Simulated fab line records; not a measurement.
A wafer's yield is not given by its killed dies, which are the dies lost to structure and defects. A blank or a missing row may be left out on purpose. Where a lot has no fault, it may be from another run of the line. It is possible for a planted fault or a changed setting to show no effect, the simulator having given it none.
Split-lot experiment ; flow sky130 ; 23 wafers read across 5 lots, on a route 708 steps long

ABOUT THE SPLIT
At SKY_VT_ADJUST_HVTP_IMPLANT_09, the setting energy kev was moved away from the recipe's 150 on 11 of the 23 wafers read, by -2.3% to +4.9%. All remaining wafers had this setting at the recipe value.

BETWEEN THE SPLIT AND THE READING: the file shows 1 step in between
- SKY_VT_ADJUST_HVTP_STRIP_10: strips in O2/N2

THE READING
VT_ADJUST_HVTP_TW, at SKY_VT_ADJUST_HVTP_TW_MEAS_11. On this fab line, fault-free wafers typically give 1347 with a standard deviation of 6.

wafer;tool, chamber at the split;energy kev as run;against the recipe;VT_ADJUST_HVTP_TW;against lot-mates on the recipe
L077.1;implanter-01, 0;153.8;+2.5%;1367;+22
L077.2;implanter-01, 0;153.8;+2.5%;1352;+6
L077.3;implanter-01, 0;150;recipe;1348;-
L077.5;implanter-01, 0;153.8;+2.5%;1362;+16
L077.6;implanter-01, 0;150;recipe;1343;-
L079.1;implanter-01, 0;150;recipe;1344;-
L079.2;implanter-01, 0;157.3;+4.9%;1364;+22
L079.3;implanter-01, 0;150;recipe;1340;-
L079.4;implanter-01, 0;150;recipe;1343;-
L079.6;implanter-01, 0;157.3;+4.9%;1363;+21
L080.1;implanter-01, 0;157.2;+4.8%;1362;+22
L080.2;implanter-01, 0;157.2;+4.8%;1364;+24
L080.4;implanter-01, 0;150;recipe;1346;-
L080.5;implanter-01, 0;150;recipe;1335;-
L080.6;implanter-01, 0;157.2;+4.8%;1363;+22
L084.1;implanter-02, 0;146.5;-2.3%;1338;-2
L084.3;implanter-02, 0;150;recipe;1342;-
L084.4;implanter-02, 0;150;recipe;1339;-
L084.5;implanter-02, 0;146.5;-2.3%;1332;-8
L084.6;implanter-02, 0;146.5;-2.3%;1336;-4
L085.3;implanter-02, 0;150;recipe;1342;-
L085.4;implanter-02, 0;150;recipe;1340;-
L085.5;implanter-02, 0;150;recipe;1338;-

THE FIT
A straight line over all 23 wafers: VT_ADJUST_HVTP_TW changes by +4.39 for each +1% of energy kev; r = +0.92; the points scatter about the line by 4.6.
The same after taking each lot's own level away (the mean of its wafers on the recipe; 23 wafers): +4.22 for each +1%; r = +0.94; scatter 3.9.
Per that fit: largest energy kev move, reading shift of 21.
Measured against the standard deviation above, the lots' own levels, which go from 1340.0 to 1345.5, span 0.9 times it.
So the lot-to-lot level changes the slope little: the two slopes agree.
Check: +22.1 against its lot-mates is what the line predicts for one of the wafers moved furthest among these (+4.9%) when that wafer is left out of the fit. Against them it came out at +21.7.

OTHER SPLITS ON THESE WAFERS
Note: prior to the reading, these wafers also went through further splits. Each is held against what the fit with the lots' levels taken away leaves over:
other split on the same wafers;wafers away from the commonest value;r with VT_ADJUST_HVTP_TW (lot level and that fit taken away)
SKY_FIELD_ISO_COAT_07 resist thk nm;9;-0.05
SKY_FIELD_ISO_OXIDATION_22 temp c;18;+0.23
SKY_NWELL_OXIDATION_01 temp c;15;+0.18
SKY_DNWELL_EXPOSE_04 dose mj;6;+0.20
SKY_PWDE_COAT_02 spin rpm;11;-0.37
SKY_NWELL_COAT_05 resist thk nm;6;-0.06
SKY_NWELL_STRIP_14 pressure mtorr;18;-0.23
SKY_VT_ADJUST_HVTP_COAT_02 spin rpm;5;-0.17

THE WHOLE CHAIN: every reading that the file lists as answering this split, in the file's order
step;what it does;reading;change (the file's fit);r (the file's)
SKY_VT_ADJUST_HVTP_IMPLANT_09;;implant.rp nm (the simulator's own value, which no gauge read);+0.787 nm for each +1% of the setting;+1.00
SKY_VT_ADJUST_HVTP_IMPLANT_09;;implant.drp nm (the simulator's own value, which no gauge read);+0.276 nm for each +1% of the setting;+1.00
SKY_VT_ADJUST_HVTP_TW_MEAS_11;;VT_ADJUST_HVTP_TW;+4.43 for each +1% of the setting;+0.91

FILE'S OWN FIT
VT_ADJUST_HVTP_TW changes by +4.43 for each +1% of energy kev, r = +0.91.
